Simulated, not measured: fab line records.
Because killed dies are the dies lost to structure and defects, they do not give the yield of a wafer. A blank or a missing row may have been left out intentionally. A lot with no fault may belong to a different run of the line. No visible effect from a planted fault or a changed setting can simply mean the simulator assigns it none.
Code-filled problem report in 8D (eight disciplines) form + flow sky130 + the parts of the form that need people (team, actions taken, sign-off) are left out

## 1. WHAT WENT WRONG
cathodeDcPowerW at SKY_METAL3_SPUTTER_01 reads a mean of 7531.6 W on 3 wafers of 2 lots; wafers without a fault read 6500.2 W with a standard deviation of 1.1. So: +99 or more standard deviations from the usual mean.
The step: material TiN, target thk 20 nm, time 16.7 s.
Earliest sighting: wafer L226.1 on pvdSputter-01 at day 42 13:35. Wafers with a number at this step in the record: 18, from 6 lots. Rule for "out" (also "out of limits"): further than 4 standard deviations from the usual mean. Any other wafer with a number is counted as sound.

## 2. WHAT IT IS, WHAT IT ISN'T
| question                    | is                     | is not                                                                    |
|-----------------------------|------------------------|---------------------------------------------------------------------------|
| which readings at this step | cathodeDcPowerW        | chamberPressurePa, throttleValvePct                                       |
| which lots                  | L225, L226             | L206, L212, L216, L229                                                    |
| which wafers of those lots  | L225.4, L225.5, L226.1 | L225.3, L226.4, L226.6                                                    |
| read on which tools         | pvdSputter-01          | pvdSputter-02, pvdSputter-03                                              |
| when                        | from day 42 13:35      | up to then (11 sound wafers); but 4 sound wafers of L225, L229 came after |

## 3. SUSPECTS, AND WHAT RULES EACH OUT
Counting: any tool at a process step up to the reading remains a suspect provided it ran every lot that is out. Sound lots after the first of them don't rule it out here, since some wafers of a struck lot are sound.
- pvdSputter-01 at SKY_METAL3_SPUTTER_00 (material Ti, target thk 15 nm, time 10 s): kept. It processed each lot that is out (first: L226, day 42 13:34); up to then, its last sound lot is L212 (day 38 17:54).
- pvdSputter-01 at SKY_METAL3_SPUTTER_01 (material TiN, target thk 20 nm, time 16.7 s): kept. It processed each lot that is out (first: L226, day 42 13:35); up to then, its last sound lot is L212 (day 38 17:55). On those wafers its own readings are out: cathodeDcPowerW.
Left after counting: pvdSputter-01 at SKY_METAL3_SPUTTER_00, pvdSputter-01 at SKY_METAL3_SPUTTER_01.

## 4. THE CAUSE (what the simulator had put in)
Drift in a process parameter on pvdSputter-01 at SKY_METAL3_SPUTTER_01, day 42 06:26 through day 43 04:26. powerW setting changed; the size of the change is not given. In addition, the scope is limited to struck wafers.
Counting leaves 2 suspects; this tool is one of them.

## 5. THE CHAIN OF EFFECTS, in route order
Each row: a reading whose mean over the struck wafers that have a number lies more than 3 standard deviations from the usual. Readings are gone through only where the record gives a usual standard deviation; hours: the median, over the lots, of the time from a lot's start at the first step in this table giving one to that lot's start at this step; sigmas: the change measured in usual standard deviations.
| hours | step                  | reading         | usual    | on struck wafers | change  | sigmas      |
|-------|-----------------------|-----------------|----------|------------------|---------|-------------|
| 0     | SKY_METAL3_SPUTTER_01 | cathodeDcPowerW | 6500.2 W | 7531.6           | +1031.4 | +99 or more |
Its process steps:
- SKY_METAL3_SPUTTER_01: material TiN, target thk 20 nm, time 16.7 s.

## 6. WHAT WOULD HAVE CAUGHT IT SOONER
In this record no reading fell out of limits until day 42 13:35, 7 hours after the fault had begun at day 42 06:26.
